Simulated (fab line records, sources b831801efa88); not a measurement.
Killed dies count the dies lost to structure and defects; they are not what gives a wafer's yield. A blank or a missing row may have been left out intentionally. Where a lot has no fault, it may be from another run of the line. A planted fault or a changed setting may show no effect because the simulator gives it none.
Matching of chambers :: flow sky130 :: SKY_VIA4_CMP_02 on cmp-01 has 4 sister chambers
The step polishes SiO2. 8 wafers are shown with their chamber, then 12 later ones without.

== WAFERS, EACH WITH ITS CHAMBER ==
wafer: L084.1
chamber: 0
motor-current-A (A): 13.2

wafer: L085.3
chamber: 2
motor-current-A (A): 13.1

wafer: L087.4
chamber: 3
motor-current-A (A): 12.9

wafer: L087.5
chamber: 0
motor-current-A (A): 12.8

wafer: L087.6
chamber: 3
motor-current-A (A): 12.9

wafer: L088.1
chamber: 2
motor-current-A (A): 13.1

wafer: L088.3
chamber: 1
motor-current-A (A): 12.8

wafer: L088.6
chamber: 1
motor-current-A (A): 13.6

== WAFERS WITHOUT THEIR CHAMBER ==
wafer: L092.1
motor-current-A (A): 14.1

wafer: L092.2
motor-current-A (A): 12.4

wafer: L092.6
motor-current-A (A): 13.6

wafer: L092.3
motor-current-A (A): 13.1

wafer: L092.4
motor-current-A (A): 12.9

wafer: L092.5
motor-current-A (A): 13.4

wafer: L093.3
motor-current-A (A): 13.5

wafer: L093.4
motor-current-A (A): 12.8

wafer: L093.6
motor-current-A (A): 13.2

wafer: L095.1
motor-current-A (A): 12.9

wafer: L095.4
motor-current-A (A): 12.6

wafer: L095.6
motor-current-A (A): 12.6

== THE CHAMBER EACH PASSED THROUGH ==
wafer: L092.1
from the rows above: can't be placed: 1 or 2 or 0 or 3
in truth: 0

wafer: L092.2
from the rows above: can't be placed: 3 or 0 or 2 or 1
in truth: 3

wafer: L092.6
from the rows above: can't be placed: 1 or 2 or 0 or 3
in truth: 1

wafer: L092.3
from the rows above: can't be placed: 2 or 0 or 1 or 3
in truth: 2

wafer: L092.4
from the rows above: can't be placed: 3 or 0 or 2 or 1
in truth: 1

wafer: L092.5
from the rows above: can't be placed: 1 or 2 or 0 or 3
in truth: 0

wafer: L093.3
from the rows above: can't be placed: 1 or 2 or 0 or 3
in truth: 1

wafer: L093.4
from the rows above: can't be placed: 3 or 0 or 2 or 1
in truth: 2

wafer: L093.6
from the rows above: can't be placed: 1 or 2 or 0 or 3
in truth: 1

wafer: L095.1
from the rows above: can't be placed: 3 or 0 or 2 or 1
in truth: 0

wafer: L095.4
from the rows above: can't be placed: 3 or 0 or 2 or 1
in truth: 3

wafer: L095.6
from the rows above: can't be placed: 3 or 0 or 2 or 1
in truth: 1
Placed correctly: 0 of 12. From these rows, 12 cannot be placed; in 12 the true chamber is one of the candidates. Placed wrongly: 0.
How it was worked out, from the rows above alone: a wafer's distance from a chamber is the root of the sum, over the readings, of the square of ((its reading less the chamber's mean) divided by the reading's scatter). The wafer belongs to the nearest chamber; if the next one is less than 2 further off, it can't be placed. For every chamber, the mean is computed from those of its wafers that are shown. The scatter: the root of (the sum of the squares of (reading less its chamber's mean) over the shown wafers, divided by (wafers less chambers)).
